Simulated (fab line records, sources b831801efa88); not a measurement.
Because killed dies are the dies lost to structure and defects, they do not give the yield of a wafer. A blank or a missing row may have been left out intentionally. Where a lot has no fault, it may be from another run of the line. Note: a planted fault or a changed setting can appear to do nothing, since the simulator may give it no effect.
Comparing a struck lot with a sound one -- flow sky130 -- 17 steps out of a route of 708
Sound: these wafers, L546.1, L546.3, L546.6. Wafers struck: L560.2, L560.3, L560.4. The cause comes at the end.
Order at every step that has rows: each side's tool, ch and its chambers, its first start. Under that, the readings that differ: sound wafers -- struck wafers -- difference of the means -- sigmas: that difference in standard deviations of wafers without a fault.
alike: same words and numbers on both sides, and readings whose means sit less than 2 such deviations apart. not compared: any withheld reading, any reading some wafer has no value for, any bound like >300 that may hide the same value, and any number with overlapping values for which the record gives no deviation.
A row with sigmas, a row that says differs or no value, or rows on one side alone: a step with any of these is where the two part. Non-overlapping numbers with no deviation appear without sigmas and do not part them. A reading missing from all wafers of one side parts the sides only when that side holds two or more wafers.

first, 5 steps without rows for these wafers: SKY_SD_N_COAT_02 (resist thk 1140 nm); SKY_SD_N_SOFTBAKE_03 (time 60 s); SKY_SD_N_EXPOSE_04 (exposes mask NSDM, target cd 380 nm); SKY_SD_N_PEB_05; SKY_SD_N_DEVELOP_06 (develop time 60 s).
SKY_SD_N_CD_MEAS_07: target cd 380 nm.
  sound on cdSem-02 at day 27 11:59; struck on cdSem-01 at day 33 20:19
  alike: cdNm
SKY_SD_N_OVL_MEAS_08:
  sound on overlay-01 at day 27 12:07; struck on overlay-02 at day 33 20:25
reading,sound,struck,difference,sigmas
SD_N_OVL (nm),-1.5 -3.2 -1.7,1.5 2.4 -0.8,+3.2,+2
then, 2 steps without rows for these wafers: SKY_SD_N_IMPLANT_09; SKY_SD_N_IMPLANT_10.
SKY_SD_N_STRIP_11: strips in O2/N2.
  sound on plasmaAsher-03 ch 0, day 27 12:27; struck on plasmaAsher-02 ch 0,1, day 33 20:45
  alike: drypumpMotorCurrentA, oesProductAu, stripTimeToEndpointS
  not compared: rfHoursCounterH
SKY_SD_N_TW_MEAS_12:
  sound on filmMetro-02 at day 27 12:33; struck on filmMetro-03 at day 33 20:52
reading,sound,struck,difference,sigmas
SD_N_TW,3953 3943 3945,4005 4031 4017,+71,+2
then, 1 step without rows for these wafers: SKY_SD_N_CLEAN_13 (cleans in SC1/SC2, time 150 s).
SKY_SD_N_RTA_14: time 2 s.
  sound on rtpAnneal-01 ch 0, day 27 12:40; struck on rtpAnneal-02 ch 0, day 33 20:58
reading,sound,struck,difference,sigmas
lampPowerPct (%),15.72 15.79 15.75,16.17 16.18 16.00,+0.36,+7
wafer_temp_C_max,1077.1 1078.2 1075.6,1094.5 1096.5 1094.6,+18.2,+13
SKY_SD_N_RS_MEAS_16: measures by four-point-probe.
  sound on filmMetro-03 at day 27 12:50; struck on filmMetro-03 at day 33 21:09
reading,sound,struck,difference,sigmas
SD_N_RS (ohm/sq),68.37 68.55 68.51,65.52 65.30 65.50,-3.04,-28
SKY_SD_N_RS_MEAS_17: measures by four-point-probe.
  sound on filmMetro-03 at day 27 12:57; struck on filmMetro-03 at day 33 21:16
reading,sound,struck,difference,sigmas
SD_P_RS (ohm/sq),146.7 146.7 146.5,132.2 131.8 131.7,-14.7,-40
SKY_SD_N_RS_MEAS_18: measures by four-point-probe.
  sound on filmMetro-03 at day 27 13:04; struck on filmMetro-03 at day 33 21:23
reading,sound,struck,difference,sigmas
RES_XHIGH_RS (ohm/sq),334.3 334.1 334.3,331.3 332.0 331.0,-2.8,-3
-- a jump in the record: the struck wafers' starts before and after are 16 days apart (it breaks off in module SD_N and resumes in module PAD_OPEN, where the first step shown is number 708 of the route) --
SKY_PAD_OPEN_PROBE_99:
  sound on prober-01 at day 45 08:13; struck on prober-02 at day 50 01:20
reading,sound,struck,difference,sigmas
model.etest.resXhighPo.lineOhmUm,5649 5638 5716,4685 4560 4729,-1010,
model.etest.resXhighPo.rsOhmSq,1999 2000 2021,1663 1614 1657,-362,
model.etest.pfet_01v8.rOnOhmUm,2906 2882 2972,2742 2742 2666,-203,
model.etest.resPdiff.lineOhmUm,1374 1348 1345,1261 1255 1225,-109,
model.etest.resHighPo.lineOhmUm,745.6 732.6 740.6,654.8 642 652.4,-89.9,
model.etest.liconHighPo.rcOhm,348.9 345.4 350.2,292.5 280.4 284.4,-62.4,
model.etest.resNdiff.lineOhmUm,778.7 748.5 763.5,740.4 729.4 720.6,-33.4,
model.etest.resHighPo.rsOhmSq,260.3 259.1 261.4,228.1 225.3 229.4,-32.7,
  alike: killed_at_M0_to_M3, killed_at_M4_up, killedAtContacts, killedAtFrontEnd, killedAtOther, killedDies, killedOpen, killedShort

== WHERE THEY PART ==
First at SKY_SD_N_OVL_MEAS_08; last, within this record, at SKY_SD_N_RS_MEAS_18. Later steps at which nothing parts them and some readings are alike: SKY_PAD_OPEN_PROBE_99.

WHY: what had been put in by the simulator
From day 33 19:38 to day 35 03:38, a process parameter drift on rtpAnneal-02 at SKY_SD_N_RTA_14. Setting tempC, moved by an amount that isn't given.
